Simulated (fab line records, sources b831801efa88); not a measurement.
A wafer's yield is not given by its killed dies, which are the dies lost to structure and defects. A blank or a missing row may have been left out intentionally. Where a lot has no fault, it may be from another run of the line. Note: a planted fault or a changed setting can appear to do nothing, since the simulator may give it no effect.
Which tool did it? -- flow sky130 -- 42 wafers from 14 lots sampled at 4 of the route's 708 steps

## WHAT EACH GAUGE READ, for each wafer
SKY_CAPM_OVL_MEAS_12. Usual: CAPM_OVL typically reads 0.0 nm, with standard deviation 1.2.
lot,measured,on,CAPM_OVL (nm),flag
L440,day 38 01:54,overlay-01,-0.1 -0.9 -0.3,
L443,day 38 23:01,overlay-02,-0.8 -0.7 -0.5,
L445,day 39 10:55,overlay-02,2.1 1.3 0.1,
L446,day 39 18:02,overlay-01,0.6 0.3 -3.6,
L448,day 40 12:13,overlay-02,0.2 -0.6 -0.3,
L450,day 40 22:35,overlay-01,-1.6 -0.5 -3.6,
L451,day 41 06:14,overlay-02,-0.3 -0.4 -0.2,
L452,day 41 13:17,overlay-01,-0.3 -1.0 -0.6,
L453,day 41 19:14,overlay-02,1.1 0.5 0.9,
L454,day 42 04:14,overlay-02,-0.7 -1.7 -1.6,
L459,day 43 12:02,overlay-01,1.8 -1.0 0.5,
L460,day 43 17:14,overlay-02,-1.5 -1.4 -1.7,
L461,day 43 22:12,overlay-01,1.0 -1.0 0.7,
L462,day 44 11:52,overlay-02,-0.3 -1.8 0.4,

SKY_METAL3_CD_MEAS_13: target cd 300 nm. Usual: cd_nm at 300.5 nm, with a standard deviation of 1.4.
lot,measured,on,cd_nm (nm),flag
L440,day 39 03:58,cd_sem-02,301.6 299.6 302.7,
L443,day 40 01:02,cd_sem-01,301.4 302.7 302.0,
L445,day 40 12:44,cd_sem-01,301.6 301.4 300.4,
L446,day 40 19:11,cd_sem-01,300.5 301.1 299.8,
L448,day 41 13:01,cd_sem-01,301.3 299.5 299.6,
L450,day 41 23:13,cd_sem-01,299.2 299.5 301.2,
L451,day 42 06:11,cd_sem-02,302.5 302.4 302.8,
L452,day 42 13:48,cd_sem-01,- - -,OFF
L453,day 42 20:29,cd_sem-02,- - -,OFF
L454,day 43 04:54,cd_sem-02,299.9 299.7 299.0,
L459,day 44 10:56,cd_sem-02,300.5 300.5 300.9,
L460,day 44 16:14,cd_sem-02,298.3 297.2 297.3,
L461,day 44 20:49,cd_sem-02,300.5 300.7 299.3,
L462,day 45 09:42,cd_sem-01,298.9 298.3 299.0,

## TOOL THAT RAN EACH LOT (tool first, then ch and the chambers of the sampled wafers, then the start)
lot,SKY_METAL3_SPUTTER_02,SKY_METAL3_DEVELOP_12
L440,"pvd_sputter-01, day 36 23:40","litho_track-03 ch 0, day 39 03:00"
L443,"pvd_sputter-04, day 37 21:17","litho_track-03 ch 0, day 40 00:00"
L445,"pvd_sputter-04, day 38 09:33","litho_track-02 ch 0, day 40 12:00"
L446,"pvd_sputter-01, day 38 17:02","litho_track-04 ch 0, day 40 19:00"
L448,"pvd_sputter-04, day 39 11:28","litho_track-02 ch 0, day 41 12:00"
L450,"pvd_sputter-03, day 39 22:25","litho_track-02 ch 0, day 41 23:00"
L451,"pvd_sputter-01, day 40 05:10","litho_track-04 ch 0, day 42 06:00"
L452,"pvd_sputter-01, day 40 12:56","litho_track-03, day 42 13:00"
L453,"pvd_sputter-03, day 40 19:37","litho_track-02, day 42 20:00"
L454,"pvd_sputter-01, day 41 03:49","litho_track-03 ch 0, day 43 04:00"
L459,"pvd_sputter-03, day 42 12:27","litho_track-02 ch 0, day 44 10:00"
L460,"pvd_sputter-01, day 42 18:18","litho_track-02 ch 0, day 44 16:00"
L461,"pvd_sputter-04, day 42 22:53","litho_track-03 ch 0, day 44 20:00"
L462,"pvd_sputter-03, day 43 13:15","litho_track-04 ch 0, day 45 09:00"
- SKY_METAL3_SPUTTER_02: material AlCu, target thk 735 nm, time 39.1 s.
- SKY_METAL3_DEVELOP_12: develop time 57.68 s.

## WHAT THE TOOLS THEMSELVES READ (means of the sampled wafers that have a number; where no wafer has one, the mark that the record gives instead)
SKY_METAL3_SPUTTER_02. Usual: cathode_dc_power_W 10600 W, standard deviation 1.8; throttle_valve_pct 30.2 %, standard deviation 0.8.
lot,tool,cathode_dc_power_W (W),throttle_valve_pct (%),flag
L440,pvd_sputter-01,10600,29.5,
L443,pvd_sputter-04,10600,30.3,
L445,pvd_sputter-04,10602,29.4,
L446,pvd_sputter-01,10601,30.4,
L448,pvd_sputter-04,10601,30.1,
L450,pvd_sputter-03,10600,29.9,
L451,pvd_sputter-01,10600,29.6,
L452,pvd_sputter-01,10600,29.7,
L453,pvd_sputter-03,10600,30.4,
L454,pvd_sputter-01,10601,29.7,
L459,pvd_sputter-03,10600,29.8,
L460,pvd_sputter-01,10600,30.2,
L461,pvd_sputter-04,10600,30.0,
L462,pvd_sputter-03,10600,30.5,

SKY_METAL3_DEVELOP_12. Usual: chill_plate_temp_C at 23.01 C, with a standard deviation of 0.11.
lot,tool,chill_plate_temp_C (C),flag
L440,litho_track-03,23.03,
L443,litho_track-03,23.10,
L445,litho_track-02,22.89,
L446,litho_track-04,22.97,
L448,litho_track-02,22.99,
L450,litho_track-02,23.05,
L451,litho_track-04,23.04,
L452,litho_track-03,-,OFF
L453,litho_track-02,-,OFF
L454,litho_track-03,23.06,
L459,litho_track-02,22.97,
L460,litho_track-02,23.04,
L461,litho_track-03,22.92,
L462,litho_track-04,23.19,

## THE ANSWER, worked out from the rows above alone
Rule: lot off if the mean of its wafers having a number is beyond 3 standard deviations from the usual mean. Also off: a lot with no number at a reading for which 4 or more lots have one. The other lots that the step has rows for count as sound. After the gauges, taken in route order, come the tools' own readings; for these a lot's mean is taken, as printed above. At the first step where some lot is off, the reading lying furthest off is the one used; lots without a number count as furthest.
Off: L452, L453, at SKY_METAL3_CD_MEAS_13 (cd_nm). Without a number there: L452, L453.
A tool fits if, at a process step before that reading, it ran every lot that is off, and no sound lot after the first of them. The gauges at SKY_METAL3_CD_MEAS_13 aren't tried: what is off there is off at SKY_METAL3_DEVELOP_12 too, on other tools, and a gauge's error can't cause that. No candidate that was tried fits.

## WHAT THE SIMULATOR PUT IN
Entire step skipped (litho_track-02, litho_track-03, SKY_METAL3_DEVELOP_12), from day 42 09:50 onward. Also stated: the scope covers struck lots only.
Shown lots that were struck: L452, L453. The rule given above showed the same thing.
